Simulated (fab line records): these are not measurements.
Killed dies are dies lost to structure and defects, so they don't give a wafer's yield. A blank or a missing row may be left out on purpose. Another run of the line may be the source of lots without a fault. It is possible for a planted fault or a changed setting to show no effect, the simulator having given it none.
fab line records    flow sky130
record lots=24  wafers=72  last-day=51
route steps=708 shown VT_ADJUST_HVTP@93 LDD_HVN@276 CONTACT@431 METAL2@488 VIA3@574 METAL5@667
lots that met no fault: taken from a fault-free run of the same line
start-h: hours from the record's first day to the start of the lot's first wafer shown    wait-h: how many hours have passed since the lot's step before this one    " repeats the value in the row above    L1.1+2: a single row standing in for several wafers    - value missing, or start not given    * or withheld: withheld    < > ~ a bound
route shown NAME@n: a module of which the file shows steps, and the number in the route of the first    usual: average and standard deviation across the fault-free wafers    same: alike in all rows    chamber/n: place in a boat    sites: per-site readings    _std_site: their standard deviation    _edge_site: mean of outer sites minus mean of inner sites    radius-mm: for every site, how far away it sits from the centre of the wafer    mask NAME#n: copy n    behind: the most recent tool/chamber to have shaped the wafer    hold: why the lot went on hold/how many hours it stayed there/how the hold came to an end    device: which transistor (n, p or np) failed to switch    end of line: the route-end tests of the same wafers    step lacking rows: just its recipe    killed: at the first sort, the dies lost to defects and structure; wafer yield is something else    map: a wafer's dies, x killed, . not, _ none there
set.NAME: the setting that was run; set.NAME@STEP: the one run at that earlier step    model.NAME: the simulator's own value behind a step, which no gauge read
steps of the route over a sample of lots; a table a step, a row a wafer
services: from which hour (start-h, from the record's first day; less than 0 if before it) a tool's chamber was out of use, for how many hours, and why
## steps
# step SKY_VT_ADJUST_HVTP_OVL_MEAS_08
# usual VT_ADJUST_HVTP_OVL=0.5/1.2
lot.wafer  tool        chamber  start-h  wait-h  VT_ADJUST_HVTP_OVL[nm]
L074.1     overlay-02  -        124.95   0.1     1.4
L074.3     "           -        "        "       1.1
L074.5     "           -        "        "       3.1
L075.1     overlay-02  -        129.65   0.1     0.5
L075.2     "           -        "        "       1.6
L075.4     "           -        "        "       0.1
L076.2     overlay-01  -        135.61   0.1     1.0
L076.5     "           -        "        "       1.3
L076.6     "           -        "        "       1.8
L077.3     overlay-01  -        139.26   0.1     0.1
L077.5     "           -        "        "       2.0
L077.6     "           -        "        "       1.0
L079.1     overlay-02  -        149.26   0.1     1.1
L079.3     "           -        "        "       2.5
L079.5     "           -        "        "       -0.1
L078.4     overlay-01  -        151.82   0.1     2.3
L078.5     "           -        "        "       -0.1
L078.6     "           -        "        "       1.7
L080.1     overlay-02  -        160.25   0.1     3.1
L080.4     "           -        "        "       3.1
L080.6     "           -        "        "       1.1
L081.1     overlay-01  -        167.01   0.1     -0.2
L081.3     "           -        "        "       -1.1
L081.6     "           -        "        "       0.5
L082.2     overlay-02  -        175.06   0.1     0.7
L082.3     "           -        "        "       0.4
L082.4     "           -        "        "       0.7
L083.1     overlay-02  -        181.42   0.1     -0.7
L083.4     "           -        "        "       -1.6
L083.6     "           -        "        "       0.1
L084.4     overlay-02  -        194.92   0.1     2.2
L084.5     "           -        "        "       2.2
L084.6     "           -        "        "       2.0
L085.2     overlay-01  -        203.16   0.1     0.1
L085.4     "           -        "        "       -0.7
L085.6     "           -        "        "       -0.1
L086.1     overlay-02  -        203.40   0.1     0.3
L086.2     "           -        "        "       -1.0
L086.3     "           -        "        "       0.4
L087.2     overlay-01  -        207.31   0.1     -0.7
L087.5     "           -        "        "       0.5
L087.6     "           -        "        "       0.1
L088.3     overlay-01  -        216.27   0.1     -1.3
L088.4     "           -        "        "       -0.1
L088.6     "           -        "        "       0.7
L089.1     overlay-01  -        220.35   0.1     -2.5
L089.4     "           -        "        "       0.7
L089.5     "           -        "        "       0.7
L090.1     overlay-02  -        226.35   0.1     0.1
L090.5     "           -        "        "       -1.4
L090.6     "           -        "        "       -0.5
L091.4     overlay-01  -        231.07   0.1     -0.3
L091.5     "           -        "        "       0.1
L091.6     "           -        "        "       1.9
L092.3     overlay-01  -        234.16   0.1     -0.2
L092.4     "           -        "        "       0.1
L092.5     "           -        "        "       -0.8
L093.1     overlay-02  -        241.55   0.1     2.0
L093.2     "           -        "        "       1.4
L093.6     "           -        "        "       0.8
L094.2     overlay-01  -        248.01   0.1     -0.9
L094.3     "           -        "        "       -0.5
L094.5     "           -        "        "       -0.8
L095.1     overlay-01  -        256.46   0.1     -0.1
L095.2     "           -        "        "       0.8
L095.5     "           -        "        "       0.7
L096.2     overlay-01  -        262.71   0.1     -0.4
L096.4     "           -        "        "       1.3
L096.5     "           -        "        "       1.3
L097.1     overlay-02  -        267.45   0.1     1.6
L097.2     "           -        "        "       0.3
L097.6     "           -        "        "       -1.5
# step SKY_LDD_HVN_STRIP_09
# recipe chemistry=O2/N2  power-w=1400  pressure-mtorr=1500  platen-temp-c=withheld  o2-flow-sccm=3000  n2-flow-sccm=300  overash-fraction=0.5
# usual chamber-pressure-mTorr=1500.0/1.5  drypump-motor-current-A=5.5/0.37  oes-product-au=0.408/0.0042  strip-time-to-endpoint-s=4.133/0.015
lot.wafer  tool             chamber  start-h  wait-h  chamber-pressure-mTorr  drypump-motor-current-A  oes-product-au  rf-hours-counter-h  strip-time-to-endpoint-s
L074.1     plasma-asher-04  0        465.82   0.1     1501.4                  5.7                      0.404           77                  4.109
L074.3     "                0        "        "       1501.3                  5.8                      0.396           -                   4.121
L074.5     "                1        "        "       1499.5                  5.6                      0.405           -                   4.127
L075.1     plasma-asher-01  1        477.22   0.1     1499.2                  6.0                      0.408           36                  4.112
L075.2     "                0        "        "       1499.6                  4.7                      0.407           36                  4.132
L075.4     "                1        "        "       1497.8                  5.9                      0.410           -                   4.111
L077.3     plasma-asher-01  0        487.95   0.1     1498.3                  4.7                      0.406           -                   4.121
L077.5     "                1        "        "       1499.5                  5.9                      0.406           -                   4.128
L077.6     "                0        "        "       1502.0                  4.7                      0.410           -                   4.124
L076.2     plasma-asher-04  1        488.22   0.1     1498.7                  5.6                      0.417           79                  4.115
L076.5     "                0        "        "       1502.2                  5.8                      0.411           -                   4.126
L076.6     "                1        "        "       1501.2                  5.6                      0.409           -                   4.136
L079.1     plasma-asher-02  0        496.07   0.1     1497.7                  5.6                      0.399           7                   4.114
L079.3     "                0        "        "       1497.1                  5.6                      0.408           -                   4.117
L079.5     "                1        "        "       1499.6                  5.3                      0.410           -                   4.101
L078.4     plasma-asher-02  1        504.25   0.1     1500.6                  5.3                      0.406           -                   4.135
L078.5     "                0        "        "       1499.0                  5.6                      0.412           -                   4.132
L078.6     "                1        "        "       1503.8                  5.3                      0.412           -                   4.120
L080.1     plasma-asher-04  1        514.12   0.1     1499.9                  5.6                      0.416           82                  4.129
L080.4     "                1        "        "       1499.2                  5.6                      0.404           -                   4.140
L080.6     "                0        "        "       1500.5                  5.8                      0.409           -                   4.164
L081.1     plasma-asher-02  1        523.97   0.1     1500.1                  5.3                      0.409           10                  4.130
L081.3     "                1        "        "       1499.1                  5.3                      0.403           -                   4.115
L081.6     "                1        "        "       1501.5                  5.3                      0.413           -                   4.154
L082.2     plasma-asher-04  1        541.87   0.1     1499.8                  5.6                      0.399           85                  4.130
L082.3     "                0        "        "       1500.8                  5.7                      0.404           -                   4.137
L082.4     "                1        "        "       1498.3                  5.6                      0.405           -                   4.115
L083.1     plasma-asher-01  1        542.27   0.1     1498.5                  5.9                      0.400           43                  4.120
L083.4     "                1        "        "       1500.8                  5.9                      0.413           -                   4.137
L083.6     "                0        "        "       1497.9                  4.7                      0.413           -                   4.123
L084.4     plasma-asher-02  0        551.35   0.1     1501.6                  5.6                      0.411           -                   4.127
L084.5     "                1        "        "       1499.7                  5.3                      0.407           -                   4.122
L084.6     "                0        "        "       1501.3                  5.6                      0.412           -                   4.127
L087.2     plasma-asher-04  0        672.51   0.1     1499.6                  5.7                      0.415           98                  4.141
L087.5     "                0        "        "       1499.3                  5.8                      0.407           -                   4.146
L087.6     "                1        "        "       1500.2                  5.6                      0.415           -                   4.145
L089.1     plasma-asher-01  1        672.87   0.1     1502.4                  6.0                      0.410           53                  4.135
L089.4     "                0        "        "       1501.4                  4.8                      0.409           -                   4.141
L089.5     "                0        "        "       1498.8                  4.8                      0.407           -                   4.132
L086.1     plasma-asher-04  0        673.22   0.1     1500.0                  5.7                      0.407           98                  4.137
L086.2     "                1        "        "       1500.3                  5.6                      0.415           98                  4.132
L086.3     "                0        "        "       1501.5                  5.7                      0.406           -                   4.131
L093.1     plasma-asher-01  1        673.77   0.1     1500.5                  5.9                      0.410           53                  4.140
L093.2     "                0        "        "       1497.1                  4.7                      0.412           53                  4.115
L093.6     "                0        "        "       1501.0                  4.7                      0.412           -                   4.138
L088.3     plasma-asher-04  1        674.45   0.1     1500.3                  5.7                      0.407           -                   4.155
L088.4     "                0        "        "       1497.9                  5.8                      0.414           -                   4.151
L088.6     "                1        "        "       1503.3                  5.6                      0.404           -                   4.148
L085.2     plasma-asher-02  0        675.51   0.1     1499.5                  5.6                      0.409           25                  4.152
L085.4     "                0        "        "       1500.8                  5.6                      0.408           -                   4.147
L085.6     "                1        "        "       1501.1                  5.3                      0.404           -                   4.138
L095.1     plasma-asher-01  0        675.97   0.1     1498.3                  4.7                      0.406           54                  4.133
L095.2     "                1        "        "       1499.7                  5.9                      0.413           54                  4.114
L095.5     "                0        "        "       1498.2                  4.7                      0.399           -                   4.109
L090.1     plasma-asher-02  1        676.82   0.1     1497.1                  5.3                      0.411           25                  4.128
L090.5     "                0        "        "       1500.3                  5.6                      0.403           -                   4.117
L090.6     "                1        "        "       1498.7                  5.3                      0.411           -                   4.121
L091.4     plasma-asher-04  0        677.10   0.1     1499.8                  5.7                      0.408           -                   4.163
L091.5     "                1        "        "       1499.7                  5.6                      0.406           -                   4.142
L091.6     "                0        "        "       1500.3                  5.7                      0.405           -                   4.124
L094.2     plasma-asher-02  0        677.71   0.1     1501.8                  5.6                      0.400           25                  4.128
L094.3     "                1        "        "       1500.1                  5.3                      0.408           -                   4.125
L094.5     "                1        "        "       1501.3                  5.3                      0.405           -                   4.128
L096.2     plasma-asher-04  0        677.72   0.1     1499.3                  5.8                      0.407           99                  4.137
L096.4     "                1        "        "       1501.1                  5.6                      0.406           -                   4.145
L096.5     "                1        "        "       1499.7                  5.7                      0.409           -                   4.148
L097.1     plasma-asher-01  1        678.02   0.1     1497.9                  6.0                      0.408           54                  4.117
L097.2     "                0        "        "       1499.4                  4.7                      0.406           54                  4.137
L097.6     "                0        "        "       1499.8                  4.7                      0.413           -                   4.122
L092.3     plasma-asher-04  0        681.85   0.1     1498.6                  5.8                      0.408           -                   4.148
L092.4     "                1        "        "       1496.7                  5.6                      0.413           -                   4.156
L092.5     "                0        "        "       1498.5                  5.8                      0.410           -                   4.157
# step SKY_CONTACT_RS_MEAS_25
# recipe thk-meas-gauge=four-point-probe  reads=W_of_CONTACT_CVD_24+TiN_of_CONTACT_SPUTTER_23
# usual CONTACT_W_RS=0.341/0.004
lot.wafer  tool           chamber  start-h  wait-h  CONTACT_W_RS[ohm/sq]
L075.1     film-metro-02  -        763.80   0.1     0.345
L075.2     "              -        "        "       0.341
L075.4     "              -        "        "       0.342
L074.1     film-metro-01  -        765.05   0.1     0.339
L074.3     "              -        "        "       0.339
L074.5     "              -        "        "       0.333
L079.1     film-metro-04  -        765.25   0.1     0.340
L079.3     "              -        "        "       0.344
L079.5     "              -        "        "       0.341
L077.3     film-metro-02  -        765.50   0.1     0.337
L077.5     "              -        "        "       0.337
L077.6     "              -        "        "       0.338
L076.2     film-metro-01  -        765.83   0.1     0.338
L076.5     "              -        "        "       0.340
L076.6     "              -        "        "       0.341
L080.1     film-metro-01  -        766.15   0.1     0.343
L080.4     "              -        "        "       0.347
L080.6     "              -        "        "       0.341
L078.4     film-metro-02  -        766.15   0.1     0.334
L078.5     "              -        "        "       0.339
L078.6     "              -        "        "       0.336
L081.1     film-metro-01  -        769.90   0.1     0.347
L081.3     "              -        "        "       0.344
L081.6     "              -        "        "       0.343
L082.2     film-metro-04  -        797.39   0.2     0.342
L082.3     "              -        "        "       0.340
L082.4     "              -        "        "       0.335
L083.1     film-metro-04  -        799.33   0.1     0.339
L083.4     "              -        "        "       0.343
L083.6     "              -        "        "       0.341
L084.4     film-metro-04  -        806.40   0.1     0.338
L084.5     "              -        "        "       0.341
L084.6     "              -        "        "       0.337
L086.1     film-metro-01  -        916.50   0.1     0.330
L086.2     "              -        "        "       0.333
L086.3     "              -        "        "       0.330
L089.1     film-metro-01  -        918.63   0.1     0.340
L089.4     "              -        "        "       0.340
L089.5     "              -        "        "       0.341
L087.2     film-metro-04  -        918.76   0.1     0.346
L087.5     "              -        "        "       0.340
L087.6     "              -        "        "       0.348
L093.1     film-metro-04  -        919.48   0.1     0.339
L093.2     "              -        "        "       0.341
L093.6     "              -        "        "       0.338
L088.3     film-metro-02  -        919.79   0.1     0.340
L088.4     "              -        "        "       0.346
L088.6     "              -        "        "       0.345
L085.2     film-metro-01  -        919.88   0.1     0.341
L085.4     "              -        "        "       0.337
L085.6     "              -        "        "       0.343
L095.1     film-metro-02  -        920.23   0.1     0.343
L095.2     "              -        "        "       0.341
L095.5     "              -        "        "       0.340
L091.4     film-metro-02  -        920.57   0.1     0.338
L091.5     "              -        "        "       0.341
L091.6     "              -        "        "       0.345
L090.1     film-metro-01  -        922.55   0.1     0.340
L090.5     "              -        "        "       0.346
L090.6     "              -        "        "       0.347
L094.2     film-metro-01  -        922.75   0.2     0.338
L094.3     "              -        "        "       0.339
L094.5     "              -        "        "       0.344
L096.2     film-metro-02  -        924.03   0.1     0.351
L096.4     "              -        "        "       0.344
L096.5     "              -        "        "       0.342
L097.1     film-metro-01  -        924.33   0.1     0.342
L097.2     "              -        "        "       0.336
L097.6     "              -        "        "       0.344
L092.3     film-metro-01  -        925.77   0.2     0.336
L092.4     "              -        "        "       0.338
L092.5     "              -        "        "       0.340
# step SKY_METAL2_RS_MEAS_05
# recipe thk-meas-gauge=four-point-probe  reads=TiN_of_METAL2_SPUTTER_04+Ti_of_METAL2_SPUTTER_03+AlCu_of_METAL2_SPUTTER_02+TiN_of_METAL2_SPUTTER_01+Ti_of_METAL2_SPUTTER_00
# usual METAL2_ALCU_RS=0.1268/0.0013
lot.wafer  tool           chamber  start-h  wait-h  METAL2_ALCU_RS[ohm/sq]
L075.1     film-metro-03  -        819.40   0.0     0.1276
L075.2     "              -        "        "       0.1285
L075.4     "              -        "        "       0.1288
L079.1     film-metro-02  -        820.44   0.0     0.1272
L079.3     "              -        "        "       0.1264
L079.5     "              -        "        "       0.1275
L074.1     film-metro-03  -        820.69   0.0     0.1297
L074.3     "              -        "        "       0.1300
L074.5     "              -        "        "       0.1303
L077.3     film-metro-01  -        820.83   0.1     0.1264
L077.5     "              -        "        "       0.1267
L077.6     "              -        "        "       0.1265
L078.4     film-metro-02  -        821.80   0.1     0.1281
L078.5     "              -        "        "       0.1285
L078.6     "              -        "        "       0.1287
L076.2     film-metro-03  -        821.96   0.0     0.1260
L076.5     "              -        "        "       0.1272
L076.6     "              -        "        "       0.1271
L080.1     film-metro-03  -        822.59   0.0     0.1274
L080.4     "              -        "        "       0.1269
L080.6     "              -        "        "       0.1271
L081.1     film-metro-03  -        825.24   0.0     0.1276
L081.3     "              -        "        "       0.1281
L081.6     "              -        "        "       0.1269
L082.2     film-metro-02  -        853.06   0.0     0.1269
L082.3     "              -        "        "       0.1278
L082.4     "              -        "        "       0.1261
L083.1     film-metro-03  -        855.10   0.0     0.1260
L083.4     "              -        "        "       0.1251
L083.6     "              -        "        "       0.1260
L084.4     film-metro-01  -        861.30   0.1     0.1263
L084.5     "              -        "        "       0.1254
L084.6     "              -        "        "       0.1249
L086.1     film-metro-01  -        967.33   0.0     0.1266
L086.2     "              -        "        "       0.1269
L086.3     "              -        "        "       0.1276
L089.1     film-metro-03  -        970.14   0.0     0.1254
L089.4     "              -        "        "       0.1277
L089.5     "              -        "        "       0.1264
L087.2     film-metro-02  -        970.41   0.0     0.1260
L087.5     "              -        "        "       0.1260
L087.6     "              -        "        "       0.1253
L093.1     film-metro-01  -        971.60   0.0     0.1258
L093.2     "              -        "        "       0.1265
L093.6     "              -        "        "       0.1264
L088.3     film-metro-02  -        971.98   0.1     0.1266
L088.4     "              -        "        "       0.1265
L088.6     "              -        "        "       0.1274
L085.2     film-metro-01  -        972.32   0.0     0.1253
L085.4     "              -        "        "       0.1249
L085.6     "              -        "        "       0.1258
L095.1     film-metro-01  -        973.22   0.0     0.1268
L095.2     "              -        "        "       0.1261
L095.5     "              -        "        "       0.1279
L091.4     film-metro-03  -        973.67   0.1     0.1248
L091.5     "              -        "        "       0.1254
L091.6     "              -        "        "       0.1246
L090.1     film-metro-01  -        975.11   0.0     0.1249
L090.5     "              -        "        "       0.1251
L090.6     "              -        "        "       0.1288
L094.2     film-metro-03  -        975.24   0.0     0.1299
L094.3     "              -        "        "       0.1260
L094.5     "              -        "        "       0.1282
L096.2     film-metro-03  -        976.27   0.0     0.1249
L096.4     "              -        "        "       0.1261
L096.5     "              -        "        "       0.1282
L097.1     film-metro-03  -        976.87   0.0     0.1254
L097.2     "              -        "        "       0.1264
L097.6     "              -        "        "       0.1259
L092.3     film-metro-02  -        977.95   0.1     0.1258
L092.4     "              -        "        "       0.1281
L092.5     "              -        "        "       0.1283
# step SKY_VIA3_THK_MEAS_01
# recipe reads=SiO2_of_VIA3_HDPCVD_00
# usual VIA3_HDPCVD_THK=1635/18
lot.wafer  tool           chamber  start-h  wait-h  VIA3_HDPCVD_THK[nm]
L075.1     film-metro-04  -        924.61   0.1     1604
L075.2     "              -        "        "       1632
L075.4     "              -        "        "       1601
L079.1     film-metro-03  -        925.78   0.1     1649
L079.3     "              -        "        "       1624
L079.5     "              -        "        "       1631
L074.1     film-metro-03  -        926.08   0.1     1661
L074.3     "              -        "        "       1648
L074.5     "              -        "        "       1658
L077.3     film-metro-04  -        927.09   0.5     1624
L077.5     "              -        "        "       1643
L077.6     "              -        "        "       1603
L078.4     film-metro-03  -        927.38   0.1     1666
L078.5     "              -        "        "       1649
L078.6     "              -        "        "       1631
L076.2     film-metro-04  -        928.07   0.1     1631
L076.5     "              -        "        "       1619
L076.6     "              -        "        "       1643
L080.1     film-metro-04  -        928.28   0.1     1648
L080.4     "              -        "        "       1629
L080.6     "              -        "        "       1645
L081.1     film-metro-04  -        929.80   0.1     1641
L081.3     "              -        "        "       1627
L081.6     "              -        "        "       1666
L082.2     film-metro-04  -        956.14   0.1     1616
L082.3     "              -        "        "       1632
L082.4     "              -        "        "       1631
L083.1     film-metro-02  -        957.22   0.1     1621
L083.4     "              -        "        "       1625
L083.6     "              -        "        "       1641
L084.4     film-metro-04  -        962.75   0.0     1666
L084.5     "              -        "        "       1643
L084.6     "              -        "        "       1633
L086.1     film-metro-03  -        1061.99  0.1     1649
L086.2     "              -        "        "       1631
L086.3     "              -        "        "       1640
L089.1     film-metro-02  -        1065.64  0.1     1630
L089.4     "              -        "        "       1676
L089.5     "              -        "        "       1661
L087.2     film-metro-03  -        1065.81  0.1     1633
L087.5     "              -        "        "       1627
L087.6     "              -        "        "       1614
L088.3     film-metro-04  -        1066.00  0.1     1642
L088.4     "              -        "        "       1646
L088.6     "              -        "        "       1615
L093.1     film-metro-02  -        1066.18  0.1     1634
L093.2     "              -        "        "       1628
L093.6     "              -        "        "       1640
L085.2     film-metro-03  -        1067.28  0.1     1602
L085.4     "              -        "        "       1620
L085.6     "              -        "        "       1589
L095.1     film-metro-04  -        1068.47  0.1     1630
L095.2     "              -        "        "       1682
L095.5     "              -        "        "       1648
L091.4     film-metro-04  -        1071.31  0.0     1643
L091.5     "              -        "        "       1639
L091.6     "              -        "        "       1599
L090.1     film-metro-03  -        1073.11  0.1     1655
L090.5     "              -        "        "       1649
L090.6     "              -        "        "       1630
L094.2     film-metro-04  -        1073.59  0.1     1632
L094.3     "              -        "        "       1656
L094.5     "              -        "        "       1665
L096.2     film-metro-04  -        1075.04  0.1     1643
L096.4     "              -        "        "       1641
L096.5     "              -        "        "       1678
L097.1     film-metro-02  -        1075.34  0.1     1649
L097.2     "              -        "        "       1594
L097.6     "              -        "        "       1622
L092.3     film-metro-03  -        1077.71  0.2     1645
L092.4     "              -        "        "       1620
L092.5     "              -        "        "       1632
# step SKY_METAL5_THK_MEAS_06
# recipe thk-meas-gauge=xrf  reads=AlCu_of_METAL5_SPUTTER_02
# usual METAL5_ALCU_THK=1158/16
lot.wafer  tool           chamber  start-h  wait-h  METAL5_ALCU_THK[nm]
L075.1     film-metro-01  -        1026.51  0.1     1174
L075.2     "              -        "        "       1179
L075.4     "              -        "        "       1167
L079.1     film-metro-03  -        1028.40  0.1     1126
L079.3     "              -        "        "       1138
L079.5     "              -        "        "       1128
L074.1     film-metro-01  -        1028.51  0.1     1181
L074.3     "              -        "        "       1180
L074.5     "              -        "        "       1180
L077.3     film-metro-04  -        1028.72  0.1     1153
L077.5     "              -        "        "       1153
L077.6     "              -        "        "       1159
L078.4     film-metro-04  -        1029.33  0.1     1141
L078.5     "              -        "        "       1155
L078.6     "              -        "        "       1132
L076.2     film-metro-03  -        1030.81  0.1     1178
L076.5     "              -        "        "       1159
L076.6     "              -        "        "       1168
L080.1     film-metro-01  -        1030.94  0.1     1165
L080.4     "              -        "        "       1157
L080.6     "              -        "        "       1161
L081.1     film-metro-04  -        1031.51  0.1     1170
L081.3     "              -        "        "       1176
L081.6     "              -        "        "       1164
L082.2     film-metro-01  -        1055.29  0.1     1159
L082.3     "              -        "        "       1155
L082.4     "              -        "        "       1158
L083.1     film-metro-01  -        1056.06  0.1     1179
L083.4     "              -        "        "       1165
L083.6     "              -        "        "       1175
L084.4     film-metro-03  -        1059.25  0.1     1142
L084.5     "              -        "        "       1158
L084.6     "              -        "        "       1166
L086.1     film-metro-03  -        1151.92  0.1     1150
L086.2     "              -        "        "       1134
L086.3     "              -        "        "       1171
L089.1     film-metro-01  -        1152.26  0.1     1187
L089.4     "              -        "        "       1184
L089.5     "              -        "        "       1186
L087.2     film-metro-03  -        1152.54  0.1     1138
L087.5     "              -        "        "       1138
L087.6     "              -        "        "       1134
L088.3     film-metro-01  -        1152.85  0.1     1192
L088.4     "              -        "        "       1180
L088.6     "              -        "        "       1187
L093.1     film-metro-03  -        1153.12  0.1     1144
L093.2     "              -        "        "       1149
L093.6     "              -        "        "       1137
L085.2     film-metro-04  -        1153.23  0.1     1130
L085.4     "              -        "        "       1158
L085.6     "              -        "        "       1152
L095.1     film-metro-01  -        1154.56  0.1     1166
L095.2     "              -        "        "       1156
L095.5     "              -        "        "       1162
L091.4     film-metro-01  -        1157.69  0.1     1180
L091.5     "              -        "        "       1162
L091.6     "              -        "        "       1174
L090.1     film-metro-03  -        1157.96  0.1     1155
L090.5     "              -        "        "       1150
L090.6     "              -        "        "       1150
L094.2     film-metro-03  -        1160.18  0.1     1144
L094.3     "              -        "        "       1154
L094.5     "              -        "        "       1140
L096.2     film-metro-03  -        1162.38  0.1     1157
L096.4     "              -        "        "       1164
L096.5     "              -        "        "       1155
L097.1     film-metro-01  -        1162.61  0.1     1143
L097.2     "              -        "        "       1129
L097.6     "              -        "        "       1138
L092.3     film-metro-01  -        1164.54  0.1     1175
L092.4     "              -        "        "       1160
L092.5     "              -        "        "       1162
## services
tool             chamber  start-h  hours  kind
plasma-asher-02  -        598.69   0.5    repair
plasma-asher-02  -        600.56   0.6    repair
plasma-asher-01  -        609.58   14.6   pm
plasma-asher-01  -        664.46   2.8    pm
## key
fault none
